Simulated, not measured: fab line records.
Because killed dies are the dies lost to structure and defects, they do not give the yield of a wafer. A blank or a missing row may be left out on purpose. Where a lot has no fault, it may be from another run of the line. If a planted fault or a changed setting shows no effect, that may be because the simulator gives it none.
fab line records + flow sky130
record
- lots=11
- wafers=33
- last-day=50
route steps=708 shown VT_ADJUST_HVTP@93 VT_ADJUST_HVTR@139 POLY_GATE@236 VIA3@588 PAD_OPEN@708
lots with no fault: from the same line, run without faults
start-h: hours from the record's opening day to when the first of the lot's shown wafers began + wait-h: time in hours since the lot's previous step + " as in the row above + L1.1+2: one row covering several wafers at once + - either no value or no given start + * or withheld: withheld + < > ~ a bound
route shown NAME@n: NAME is a module with steps in the file, n the number in the route of the first one + usual: the fault-free wafers' mean and standard deviation + same: alike in all rows + chamber/n: place in a boat + sites: each site's reading + _std_site: standard deviation across them + _edge_site: inner sites' mean taken away from outer sites' mean + radius-mm: how far each site lies from the wafer's centre + mask NAME#n: copy n + behind: the tool/chamber that last shaped the wafer + hold: why the lot was held/for how many hours/how that ended + device: the transistor (n, p or np) that didn't switch + end of line: tests of these same wafers at the route's end + a step without rows: its recipe alone + killed: at the first sort, the dies lost to defects and structure; wafer yield is something else + map: dies across one wafer; x = killed, . = not, _ = none there
set.NAME: the setting the step ran with; set.NAME@STEP: the setting that earlier step ran with + model.NAME: the simulator's own value behind a step, which no gauge read
one table for each step of the route and one row for each wafer, over a sample of lots
services: a tool's chamber out of use, with start hour (start-h, from the record's first day; less than 0 if before it), hours out, and reason
## steps
# step SKY_VT_ADJUST_HVTP_OVL_MEAS_08
# usual
- VT_ADJUST_HVTP_OVL=0.0/1.5
| lot.wafer | tool       | chamber | start-h | wait-h | VT_ADJUST_HVTP_OVL[nm] |
|-----------|------------|---------|---------|--------|------------------------|
| L403.2    | overlay-02 | -       | 119.04  | 0.1    | -1.7                   |
| L403.4    | "          | -       | "       | "      | 0.9                    |
| L403.5    | "          | -       | "       | "      | -0.7                   |
| L406.1    | overlay-01 | -       | 136.13  | 0.1    | 1.2                    |
| L406.5    | "          | -       | "       | "      | 1.5                    |
| L406.6    | "          | -       | "       | "      | 2.1                    |
| L408.1    | overlay-02 | -       | 155.76  | 0.1    | -2.2                   |
| L408.3    | "          | -       | "       | "      | 0.3                    |
| L408.5    | "          | -       | "       | "      | 0.5                    |
| L410.1    | overlay-01 | -       | 164.73  | 0.1    | 1.5                    |
| L410.2    | "          | -       | "       | "      | 1.7                    |
| L410.3    | "          | -       | "       | "      | 0.4                    |
| L415.3    | overlay-02 | -       | 193.83  | 0.1    | 0.6                    |
| L415.5    | "          | -       | "       | "      | 0.6                    |
| L415.6    | "          | -       | "       | "      | 0.5                    |
| L416.2    | overlay-01 | -       | 201.91  | 0.1    | 0.4                    |
| L416.3    | "          | -       | "       | "      | 0.8                    |
| L416.5    | "          | -       | "       | "      | 2.3                    |
| L419.2    | overlay-01 | -       | 225.08  | 0.1    | 3.0                    |
| L419.4    | "          | -       | "       | "      | 1.5                    |
| L419.6    | "          | -       | "       | "      | 2.3                    |
| L421.1    | overlay-01 | -       | 232.13  | 0.1    | -0.4                   |
| L421.4    | "          | -       | "       | "      | -0.2                   |
| L421.5    | "          | -       | "       | "      | -0.9                   |
| L422.2    | overlay-02 | -       | 241.54  | 0.1    | -1.2                   |
| L422.3    | "          | -       | "       | "      | -1.8                   |
| L422.5    | "          | -       | "       | "      | -0.5                   |
| L425.2    | overlay-02 | -       | 257.41  | 0.1    | -0.9                   |
| L425.3    | "          | -       | "       | "      | -0.7                   |
| L425.6    | "          | -       | "       | "      | -2.0                   |
| L426.2    | overlay-02 | -       | 267.24  | 0.1    | 0.2                    |
| L426.3    | "          | -       | "       | "      | 1.1                    |
| L426.5    | "          | -       | "       | "      | 0.1                    |
# step SKY_VT_ADJUST_HVTR_OVL_MEAS_08
# usual
- VT_ADJUST_HVTR_OVL=-0.7/1.4
| lot.wafer | tool       | chamber | start-h | wait-h | VT_ADJUST_HVTR_OVL[nm] |
|-----------|------------|---------|---------|--------|------------------------|
| L403.2    | overlay-01 | -       | 197.91  | 0.1    | -2.0                   |
| L403.4    | "          | -       | "       | "      | -0.1                   |
| L403.5    | "          | -       | "       | "      | 0.3                    |
| L406.1    | overlay-02 | -       | 218.06  | 0.1    | -2.0                   |
| L406.5    | "          | -       | "       | "      | -0.4                   |
| L406.6    | "          | -       | "       | "      | -2.9                   |
| L408.1    | overlay-01 | -       | 241.57  | 0.1    | -1.8                   |
| L408.3    | "          | -       | "       | "      | -0.1                   |
| L408.5    | "          | -       | "       | "      | -1.5                   |
| L410.1    | overlay-01 | -       | 250.87  | 0.1    | -0.8                   |
| L410.2    | "          | -       | "       | "      | -1.8                   |
| L410.3    | "          | -       | "       | "      | -3.4                   |
| L415.3    | overlay-01 | -       | 285.23  | 0.1    | -1.2                   |
| L415.5    | "          | -       | "       | "      | -0.6                   |
| L415.6    | "          | -       | "       | "      | 0.6                    |
| L416.2    | overlay-01 | -       | 293.71  | 0.1    | -1.7                   |
| L416.3    | "          | -       | "       | "      | -0.7                   |
| L416.5    | "          | -       | "       | "      | 0.4                    |
| L419.2    | overlay-02 | -       | 319.90  | 0.1    | -0.7                   |
| L419.4    | "          | -       | "       | "      | -0.5                   |
| L419.6    | "          | -       | "       | "      | -1.0                   |
| L421.1    | overlay-02 | -       | 328.41  | 0.1    | -0.9                   |
| L421.4    | "          | -       | "       | "      | 0.6                    |
| L421.5    | "          | -       | "       | "      | -2.2                   |
| L422.2    | overlay-02 | -       | 340.47  | 0.1    | -1.1                   |
| L422.3    | "          | -       | "       | "      | -1.6                   |
| L422.5    | "          | -       | "       | "      | -0.3                   |
| L425.2    | overlay-01 | -       | 359.61  | 0.1    | -2.5                   |
| L425.3    | "          | -       | "       | "      | -2.2                   |
| L425.6    | "          | -       | "       | "      | -2.9                   |
| L426.2    | overlay-02 | -       | 370.33  | 0.1    | -1.6                   |
| L426.3    | "          | -       | "       | "      | -0.1                   |
| L426.5    | "          | -       | "       | "      | -1.4                   |
# step SKY_POLY_GATE_CD_MEAS_22
# usual
- cd-nm=149.7/1.4
| lot.wafer | tool      | chamber | start-h | wait-h | cd-nm |
|-----------|-----------|---------|---------|--------|-------|
| L403.2    | cd-sem-02 | -       | 364.14  | 0.1    | 148.2 |
| L403.4    | "         | -       | "       | "      | 149.4 |
| L403.5    | "         | -       | "       | "      | 149.4 |
| L406.1    | cd-sem-02 | -       | 383.46  | 0.1    | 150.5 |
| L406.5    | "         | -       | "       | "      | 148.6 |
| L406.6    | "         | -       | "       | "      | 150.7 |
| L408.1    | cd-sem-02 | -       | 439.06  | 0.1    | 149.6 |
| L408.3    | "         | -       | "       | "      | 149.8 |
| L408.5    | "         | -       | "       | "      | 151.1 |
| L410.1    | cd-sem-01 | -       | 439.06  | 0.1    | 151.3 |
| L410.2    | "         | -       | "       | "      | 149.8 |
| L410.3    | "         | -       | "       | "      | 150.0 |
| L415.3    | cd-sem-02 | -       | 470.41  | 0.1    | 148.3 |
| L415.5    | "         | -       | "       | "      | 149.4 |
| L415.6    | "         | -       | "       | "      | 148.9 |
| L416.2    | cd-sem-01 | -       | 483.19  | 0.1    | 146.0 |
| L416.3    | "         | -       | "       | "      | 149.7 |
| L416.5    | "         | -       | "       | "      | 145.8 |
| L419.2    | cd-sem-02 | -       | 517.78  | 0.1    | 150.2 |
| L419.4    | "         | -       | "       | "      | 148.7 |
| L419.6    | "         | -       | "       | "      | 149.4 |
| L421.1    | cd-sem-01 | -       | 523.49  | 0.1    | 151.4 |
| L421.4    | "         | -       | "       | "      | 152.9 |
| L421.5    | "         | -       | "       | "      | 152.6 |
| L422.2    | cd-sem-02 | -       | 534.76  | 0.1    | 148.3 |
| L422.3    | "         | -       | "       | "      | 149.7 |
| L422.5    | "         | -       | "       | "      | 151.3 |
| L425.2    | cd-sem-02 | -       | 556.58  | 0.1    | 149.4 |
| L425.3    | "         | -       | "       | "      | 151.1 |
| L425.6    | "         | -       | "       | "      | 149.6 |
| L426.2    | cd-sem-01 | -       | 567.43  | 0.1    | 149.1 |
| L426.3    | "         | -       | "       | "      | 149.3 |
| L426.5    | "         | -       | "       | "      | 148.3 |
# step SKY_VIA3_ETCH_15
# recipe
- target=SiO2
- chemistry=C4F8/O2/Ar
- target-depth-nm=507
- stop-on=TiN
- mask-material=KrF-thick
- source-w=1500
- bias-w=1200
- pressure-mtorr=40
- c4f8-flow-sccm=withheld
- O2_flow_sccm=6
- Ar_flow_sccm=300
- time-s=78
# usual
- bias-w=1200/3
- chamber-pressure-mTorr=40.00/0.039
- oes-product-au=0.946/0.0046
| lot.wafer | tool        | chamber | start-h | wait-h | bias-w | chamber-pressure-mTorr | oes-product-au | rf-hours-counter-h |
|-----------|-------------|---------|---------|--------|--------|------------------------|----------------|--------------------|
| L403.2    | rie-diel-01 | 0       | 921.10  | 0.0    | 1198   | 39.93                  | 0.949          | 2                  |
| L403.4    | "           | 2       | "       | "      | 1200   | 39.97                  | 0.950          | 1                  |
| L403.5    | "           | 1       | "       | "      | 1197   | 39.97                  | 0.943          | -                  |
| L406.1    | rie-diel-04 | 2       | 939.41  | 0.0    | 1202   | 40.04                  | 0.943          | 3                  |
| L406.5    | "           | 2       | "       | "      | 1200   | 39.99                  | 0.941          | -                  |
| L406.6    | "           | 3       | "       | "      | 1202   | 39.95                  | 0.938          | -                  |
| L410.1    | rie-diel-01 | 0       | 982.70  | 0.0    | 1200   | 39.96                  | 0.938          | 4                  |
| L410.2    | "           | 3       | "       | "      | 1202   | 39.95                  | 0.941          | 10                 |
| L410.3    | "           | 2       | "       | "      | 1200   | 40.01                  | 0.949          | 3                  |
| L408.1    | rie-diel-04 | 2       | 984.45  | 0.0    | 1200   | 40.00                  | 0.945          | 4                  |
| L408.3    | "           | 3       | "       | "      | 1204   | 40.08                  | 0.950          | 6                  |
| L408.5    | "           | 2       | "       | "      | 1197   | 40.00                  | 0.942          | -                  |
| L415.3    | rie-diel-03 | 2       | 1007.91 | 0.0    | -      | -                      | -              | -                  |
| L415.5    | "           | 1       | "       | "      | -      | -                      | -              | -                  |
| L415.6    | "           | 0       | "       | "      | -      | -                      | -              | -                  |
| L416.2    | rie-diel-04 | 2       | 1014.04 | 0.0    | -      | -                      | -              | -                  |
| L416.3    | "           | 0       | "       | "      | -      | -                      | -              | -                  |
| L416.5    | "           | 0       | "       | "      | -      | -                      | -              | -                  |
| L419.2    | rie-diel-03 | 2       | 1040.39 | 0.0    | 1199   | 39.95                  | 0.939          | 19                 |
| L419.4    | "           | 1       | "       | "      | 1193   | 40.01                  | 0.947          | 30                 |
| L419.6    | "           | 2       | "       | "      | 1193   | 40.04                  | 0.945          | -                  |
| L421.1    | rie-diel-03 | 1       | 1045.01 | 0.0    | 1196   | 40.01                  | 0.939          | 30                 |
| L421.4    | "           | 2       | "       | "      | 1201   | 39.91                  | 0.944          | 19                 |
| L421.5    | "           | 2       | "       | "      | 1205   | 40.00                  | 0.953          | -                  |
| L422.2    | rie-diel-04 | 1       | 1057.11 | 0.0    | 1200   | 39.99                  | 0.942          | 16                 |
| L422.3    | "           | 0       | "       | "      | 1198   | 39.96                  | 0.942          | 6                  |
| L422.5    | "           | 2       | "       | "      | 1199   | 40.05                  | 0.948          | -                  |
| L425.2    | rie-diel-04 | 1       | 1068.94 | 0.0    | 1199   | 40.02                  | 0.942          | 16                 |
| L425.3    | "           | 0       | "       | "      | 1204   | 39.93                  | 0.947          | 7                  |
| L425.6    | "           | 1       | "       | "      | 1194   | 40.00                  | 0.946          | -                  |
| L426.2    | rie-diel-03 | 1       | 1080.01 | 0.0    | 1196   | 40.00                  | 0.950          | 32                 |
| L426.3    | "           | 3       | "       | "      | 1197   | 40.03                  | 0.935          | 17                 |
| L426.5    | "           | 1       | "       | "      | 1197   | 39.93                  | 0.944          | -                  |
# step SKY_VIA3_STRIP_16
# recipe
- chemistry=O2/N2
- power-w=1400
- pressure-mtorr=1500
- platen-temp-c=withheld
- o2-flow-sccm=3000
- n2-flow-sccm=300
- overash-fraction=0.5
# usual
- chamber-pressure-mTorr=1500.2/1.5
- drypump-motor-current-A=5.8/0.52
- oes-product-au=0.401/0.0051
- strip-time-to-endpoint-s=4.131/0.021
| lot.wafer | tool            | chamber | start-h | wait-h | chamber-pressure-mTorr | drypump-motor-current-A | oes-product-au | rf-hours-counter-h | strip-time-to-endpoint-s |
|-----------|-----------------|---------|---------|--------|------------------------|-------------------------|----------------|--------------------|--------------------------|
| L403.2    | plasma-asher-04 | 0       | 921.16  | 0.0    | 1499.1                 | 6.3                     | 0.412          | 110                | 4.124                    |
| L403.4    | "               | 1       | "       | "      | 1496.9                 | 5.2                     | 0.400          | -                  | 4.137                    |
| L403.5    | "               | 1       | "       | "      | 1502.9                 | 5.1                     | 0.400          | -                  | 4.124                    |
| L406.1    | plasma-asher-01 | 1       | 939.47  | 0.0    | 1502.6                 | 6.6                     | 0.398          | 83                 | 4.153                    |
| L406.5    | "               | 0       | "       | "      | 1500.5                 | 5.7                     | 0.407          | -                  | 4.148                    |
| L406.6    | "               | 1       | "       | "      | 1498.7                 | 6.5                     | 0.400          | -                  | 4.163                    |
| L410.1    | plasma-asher-02 | 0       | 982.76  | 0.0    | 1499.1                 | 5.2                     | 0.409          | 52                 | 4.137                    |
| L410.2    | "               | 1       | "       | "      | 1501.6                 | 5.5                     | 0.398          | 52                 | 4.142                    |
| L410.3    | "               | 1       | "       | "      | 1500.2                 | 5.5                     | 0.393          | -                  | 4.112                    |
| L408.1    | plasma-asher-02 | 0       | 984.51  | 0.0    | 1500.1                 | 5.2                     | 0.398          | 52                 | 4.106                    |
| L408.3    | "               | 1       | "       | "      | 1499.1                 | 5.5                     | 0.406          | -                  | 4.142                    |
| L408.5    | "               | 0       | "       | "      | 1500.4                 | 5.2                     | 0.404          | -                  | 4.133                    |
| L415.3    | plasma-asher-02 | 1       | 1008.00 | 0.1    | 1502.9                 | 5.5                     | 0.449          | -                  | 5.215                    |
| L415.5    | "               | 1       | "       | "      | 1499.3                 | 5.5                     | 0.446          | -                  | 5.196                    |
| L415.6    | "               | 0       | "       | "      | 1499.9                 | 5.2                     | 0.442          | -                  | 5.179                    |
| L416.2    | plasma-asher-01 | 0       | 1014.10 | 0.0    | 1497.7                 | 5.7                     | 0.446          | 90                 | 5.183                    |
| L416.3    | "               | 1       | "       | "      | 1501.7                 | 6.5                     | 0.441          | -                  | 5.174                    |
| L416.5    | "               | 1       | "       | "      | 1499.6                 | 6.6                     | 0.444          | -                  | 5.178                    |
| L419.2    | plasma-asher-04 | 0       | 1040.45 | 0.0    | 1499.5                 | 6.3                     | 0.410          | 122                | 4.141                    |
| L419.4    | "               | 0       | "       | "      | 1499.0                 | 6.3                     | 0.402          | -                  | 4.149                    |
| L419.6    | "               | 0       | "       | "      | 1498.3                 | 6.3                     | 0.393          | -                  | 4.147                    |
| L421.1    | plasma-asher-01 | 1       | 1045.07 | 0.0    | 1499.4                 | 6.5                     | 0.403          | 93                 | 4.139                    |
| L421.4    | "               | 1       | "       | "      | 1499.7                 | 6.5                     | 0.405          | -                  | 4.125                    |
| L421.5    | "               | 0       | "       | "      | 1500.9                 | 5.7                     | 0.402          | -                  | 4.109                    |
| L422.2    | plasma-asher-02 | 0       | 1057.17 | 0.0    | 1501.5                 | 5.2                     | 0.392          | 59                 | 4.097                    |
| L422.3    | "               | 1       | "       | "      | 1501.0                 | 5.6                     | 0.403          | -                  | 4.111                    |
| L422.5    | "               | 0       | "       | "      | 1500.3                 | 5.2                     | 0.405          | -                  | 4.098                    |
| L425.2    | plasma-asher-01 | 0       | 1069.00 | 0.0    | 1500.9                 | 5.7                     | 0.406          | 96                 | 4.104                    |
| L425.3    | "               | 1       | "       | "      | 1500.3                 | 6.5                     | 0.397          | -                  | 4.129                    |
| L425.6    | "               | 0       | "       | "      | 1502.7                 | 5.7                     | 0.392          | -                  | 4.099                    |
| L426.2    | plasma-asher-04 | 0       | 1080.07 | 0.0    | 1502.5                 | 6.3                     | 0.408          | 1                  | 4.154                    |
| L426.3    | "               | 1       | "       | "      | 1501.0                 | 5.2                     | 0.398          | -                  | 4.158                    |
| L426.5    | "               | 1       | "       | "      | 1501.2                 | 5.2                     | 0.401          | -                  | 4.130                    |
# step SKY_PAD_OPEN_PROBE_99
# usual
- defect-limited-yield=82.5/1.9
- killed_at_M0_to_M3=44/6.4
- killed_at_M4_up=3.4/2.1
- killed-at-contacts=23/5
- killed-at-front-end=15/4.5
- killed-at-other=0.3/0.54
- killed-dies=86/9.5
- killed-on-rim=17/3.9
- killed-open=48/6.9
- killed-short=38/5.9
- sort_bin_3_pad_short=0.8/0.44
- sort_bin_5_function=10.5/1.6
- sort_bin_6_memory=6.1/1.1
- sort-n-pass=406/9.5
- sort-yield-pct=82.5/1.9
# same
- gross-dies=492
- killed-at-back-side=0
- sort_bin_4_leakage[%]=0
- sort_bin_8_speed[%]=0
| lot.wafer | tool      | chamber | start-h | wait-h | defect-limited-yield[%] | killed_at_M0_to_M3 | killed_at_M4_up | killed-at-contacts | killed-at-front-end | killed-at-other | killed-dies | killed-on-rim | killed-open | killed-short | sort_bin_3_pad_short[%] | sort_bin_5_function[%] | sort_bin_6_memory[%] | sort-n-pass | sort-yield-pct[%] |
|-----------|-----------|---------|---------|--------|-------------------------|--------------------|-----------------|--------------------|---------------------|-----------------|-------------|---------------|-------------|--------------|-------------------------|------------------------|----------------------|-------------|-------------------|
| L415.3    | prober-01 | -       | 1140.76 | 0.2    | 0                       | 445                | 5               | 29                 | 13                  | 0               | 492         | 96            | 55          | 43           | 0.2                     | 93.5                   | 6.3                  | 0           | 0                 |
| L415.5    | prober-01 | -       | 1140.86 | 0.2    | 0                       | 437                | 3               | 27                 | 25                  | 0               | 492         | 96            | 55          | 34           | 1.0                     | 92.7                   | 6.3                  | 0           | 0                 |
| L415.6    | prober-01 | -       | 1140.91 | 0.2    | 0                       | 455                | 2               | 19                 | 16                  | 0               | 492         | 96            | 37          | 29           | 0.6                     | 94.7                   | 4.7                  | 0           | 0                 |
| L416.2    | prober-02 | -       | 1147.63 | 0.1    | 0                       | 457                | 5               | 23                 | 7                   | 0               | 492         | 96            | 52          | 30           | 1.2                     | 93.5                   | 5.3                  | 0           | 0                 |
| L416.3    | prober-02 | -       | 1147.68 | 0.2    | 0                       | 438                | 4               | 24                 | 26                  | 0               | 492         | 96            | 59          | 44           | 1.6                     | 91.1                   | 7.3                  | 0           | 0                 |
| L416.5    | prober-02 | -       | 1147.78 | 0.2    | 0                       | 444                | 6               | 28                 | 14                  | 0               | 492         | 96            | 59          | 38           | 1.0                     | 93.7                   | 5.3                  | 0           | 0                 |
| L419.2    | prober-01 | -       | 1166.06 | 0.1    | 82.1                    | 40                 | 2               | 23                 | 23                  | 0               | 88          | 19            | 50          | 36           | 0.6                     | 11.8                   | 5.5                  | 404         | 82.1              |
| L419.4    | prober-01 | -       | 1166.16 | 0.2    | 85.6                    | 36                 | 0               | 22                 | 11                  | 2               | 71          | 12            | 30          | 39           | 0.4                     | 8.9                    | 5.1                  | 421         | 85.6              |
| L419.6    | prober-01 | -       | 1166.26 | 0.2    | 83.1                    | 46                 | 1               | 21                 | 13                  | 2               | 83          | 16            | 47          | 35           | 1.0                     | 10.6                   | 5.3                  | 409         | 83.1              |
# killed by level:class
L415.3 VIA3:area-etch=394 VIA1:geometric-particle:open=13 LI_CONTACT:geometric-particle:open=9 CONTACT:geometric-particle:open=9 VIA1:geometric-particle:short=7 VIA3:geometric-particle:open=6 VIA2:geometric-particle:open=6 FIELD_ISO:geometric-particle:short=5
L415.5 VIA3:area-etch=403 LI_CONTACT:geometric-particle:open=11 VIA1:geometric-particle:open=10 FIELD_ISO:geometric-particle:open=8 FIELD_ISO:geometric-particle:short=7 CONTACT:geometric-particle:open=6 VIA3:geometric-particle:open=6 VIA2:geometric-particle:short=4
L415.6 VIA3:area-etch=426 LI_CONTACT:geometric-particle:open=8 POLY_GATE:geometric-particle:short=7 CONTACT:geometric-particle:open=7 VIA1:geometric-particle:open=7 METAL1:geometric-particle:short=5 FIELD_ISO:geometric-particle:open=3 LI_CONTACT:geometric-particle:short=3
L416.2 VIA3:area-etch=410 VIA1:geometric-particle:open=16 CONTACT:geometric-particle:open=8 LI_CONTACT:geometric-particle:open=6 VIA2:geometric-particle:open=6 VIA1:geometric-particle:short=5 VIA3:geometric-particle:open=5 FIELD_ISO:geometric-particle:open=4
L416.3 VIA3:area-etch=388 VIA1:geometric-particle:open=16 CONTACT:geometric-particle:open=12 FIELD_ISO:geometric-particle:short=9 CONTACT:geometric-particle:short=8 VIA1:geometric-particle:short=7 VIA3:geometric-particle:open=7 POLY_GATE:geometric-particle:short=6
L416.5 VIA3:area-etch=393 CONTACT:geometric-particle:open=15 VIA1:geometric-particle:open=15 VIA2:geometric-particle:open=10 METAL2:geometric-particle:short=6 METAL4:geometric-particle:short=5 METAL1:geometric-particle:short=4 LI_CONTACT:geometric-particle:open=3
L419.2 CONTACT:geometric-particle:open=11 POLY_GATE:geometric-particle:open=9 VIA1:geometric-particle:open=9 VIA2:geometric-particle:open=7 FIELD_ISO:geometric-particle:short=6 CONTACT:geometric-particle:short=6 VIA3:geometric-particle:open=6 METAL3:geometric-particle:short=5
L419.4 METAL1:geometric-particle:short=7 VIA1:geometric-particle:open=7 CONTACT:geometric-particle:open=6 METAL2:geometric-particle:short=6 LI_CONTACT:geometric-particle:short=5 POLY_GATE:geometric-particle:short=4 LI_CONTACT:geometric-particle:open=4 CONTACT:geometric-particle:short=4
L419.6 VIA1:geometric-particle:open=10 VIA3:geometric-particle:open=10 CONTACT:geometric-particle:short=7 METAL2:geometric-particle:short=6 CONTACT:geometric-particle:open=5 VIA1:geometric-particle:short=5 VIA2:geometric-particle:open=5 FIELD_ISO:geometric-particle:open=4
## services
| tool            | chamber | start-h | hours | kind           |
|-----------------|---------|---------|-------|----------------|
| rie-diel-01     | 3       | 902.38  | 2.9   | repair         |
| plasma-asher-01 | -       | 925.21  | 3.6   | repair         |
| rie-diel-03     | 1       | 938.79  | 5.1   | repair         |
| plasma-asher-04 | -       | 941.53  | 2.4   | repair         |
| plasma-asher-01 | -       | 945.77  | 7.7   | repair         |
| plasma-asher-02 | -       | 963.70  | 4.3   | repair         |
| plasma-asher-04 | -       | 976.68  | 2.8   | pm             |
| plasma-asher-02 | -       | 977.03  | 2.0   | repair         |
| rie-diel-01     | 0       | 1041.95 | 8.5   | repair         |
| rie-diel-04     | 1       | 1050.04 | 2.7   | repair         |
| plasma-asher-04 | -       | 1055.25 | 9.0   | pm             |
| plasma-asher-04 | 0       | 1055.25 | 9.0   | vent-cycle     |
| plasma-asher-04 | 1       | 1055.25 | 9.0   | vent-cycle     |
| plasma-asher-04 | 0       | 1064.25 | -     | clean          |
| plasma-asher-04 | 1       | 1064.25 | -     | clean          |
| rie-diel-03     | 0       | 1065.93 | -     | clean          |
| rie-diel-03     | 0       | 1065.93 | 21.7  | scheduled-down |
| rie-diel-03     | 0       | 1065.93 | 21.7  | vent-cycle     |
## key
first-sign
- step=SKY_VIA3_ETCH_15
- reading=tool-record
- direction=missing
effect
- step=SKY_VIA3_STRIP_16
- reading=strip-time-to-endpoint-s
- direction=up
- sigmas=51
- usual=*
- struck=*
effect
- step=SKY_PAD_OPEN_PROBE_99
- reading=killed_at_M0_to_M3
- direction=up
- sigmas=63
- usual=44
- struck=446
more-kills-born-at
- SKY_VIA3_ETCH_15@rie-diel-03=1223
- SKY_VIA3_ETCH_15@rie-diel-04=1191
met-at SKY_VIA3_ETCH_15
struck-lots L415,L416
later-rows-left-out L415.3,L415.5,L415.6,L416.2,L416.3,L416.5
not-acting-at SKY_VT_ADJUST_HVTP_OVL_MEAS_08,SKY_VT_ADJUST_HVTR_OVL_MEAS_08,SKY_POLY_GATE_CD_MEAS_22
onset-between 984.45 1007.91
fault
- kind=skipped-step-whole
- tool=rie-diel-03,rie-diel-04
- chamber=-
- onset-h=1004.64
- steps=SKY_VIA3_ETCH_15
- scope=struck-lots-only
# later-rows-left-out: the simulator's readings of these wafers behind a module that went badly wrong aren't trusted and aren't shown, but for the sort
